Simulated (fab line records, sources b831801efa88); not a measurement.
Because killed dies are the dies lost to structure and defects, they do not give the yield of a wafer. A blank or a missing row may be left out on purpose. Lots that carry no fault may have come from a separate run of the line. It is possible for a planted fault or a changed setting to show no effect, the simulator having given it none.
Which tool was responsible? | flow sky130 | 36 wafers from 12 lots sampled at 2 of the route's 708 steps

WHAT THE GAUGES READ, wafer by wafer
SKY_CAPM_THK_MEAS_04: measures by xrf. Usual: CAPM_TIN_THK 209.0 nm, standard deviation 2.2.
lot  | measured     | on            | CAPM_TIN_THK (nm) | flag
L211 | day 38 04:55 | film-metro-02 | 210.6 207.9 207.1 |
L210 | day 38 05:38 | film-metro-02 | 209.5 210.7 211.3 |
L214 | day 38 06:31 | film-metro-01 | 210.3 207.3 206.4 |
L212 | day 38 06:55 | film-metro-01 | 205.5 207.7 204.1 |
L216 | day 38 07:18 | film-metro-02 | 211.4 210.5 211.2 |
L217 | day 39 06:26 | film-metro-01 | 209.0 208.4 206.7 |
L219 | day 40 09:13 | film-metro-01 | 212.0 208.0 209.6 |
L224 | day 41 07:46 | film-metro-01 | 208.4 208.0 209.5 |
L225 | day 41 08:07 | film-metro-01 | 212.7 211.1 213.7 |
L226 | day 41 12:00 | film-metro-04 | 210.3 206.3 209.5 |
L230 | day 42 16:49 | film-metro-04 | 208.6 206.5 210.5 |
L231 | day 42 17:25 | film-metro-04 | 205.7 209.3 207.1 |

SKY_METAL3_OVL_MEAS_14. Usual: METAL3_OVL 1 nm, standard deviation 4.8.
lot  | measured     | on         | METAL3_OVL (nm) | flag
L211 | day 40 06:32 | overlay-01 | 8 -3 4          |
L210 | day 40 08:11 | overlay-02 | 1 0 5           |
L214 | day 40 09:08 | overlay-01 | -6 3 -2         |
L212 | day 40 09:27 | overlay-02 | -3 10 1         |
L216 | day 40 09:47 | overlay-02 | -1 -2 -2        |
L217 | day 41 07:53 | overlay-01 | 2 0 8           |
L219 | day 42 09:35 | overlay-02 | 0 -2 0          |
L224 | day 43 07:05 | overlay-01 | 6 1 1           |
L225 | day 43 07:26 | overlay-02 | 2 -9 4          |
L226 | day 43 11:54 | overlay-02 | 10 2 7          |
L230 | day 44 14:42 | overlay-01 | 1 0 0           |
L231 | day 44 15:10 | overlay-01 | 7 5 11          |

WHAT TOOL EACH LOT RAN ON (gives the tool, then ch and the chambers of the sampled wafers, and finally the start)
The record shows no process step preceding these readings.

WHAT THE TOOLS THEMSELVES READ (means of the sampled wafers that have a number; where no wafer has one, the mark that the record gives instead)
The record holds no such reading with a usual standard deviation.

THE ANSWER, worked out from the rows above alone
Rule: a lot counts as off when the mean over its wafers that have a number is more than 3 standard deviations away from the usual mean. A lot without any number at a reading at which 4 lots or more have one is off too. All remaining lots with rows at the step are treated as sound. Order of review: gauges by route order, followed by the tools' own readings, for which a lot's mean as printed above is used. The first step at which some lot is off is used, and at that step the reading that is off furthest; a lot without a number counts as furthest.
None of the lots is off at any reading shown; this tells nothing.

WHAT WAS PUT IN BY THE SIMULATOR
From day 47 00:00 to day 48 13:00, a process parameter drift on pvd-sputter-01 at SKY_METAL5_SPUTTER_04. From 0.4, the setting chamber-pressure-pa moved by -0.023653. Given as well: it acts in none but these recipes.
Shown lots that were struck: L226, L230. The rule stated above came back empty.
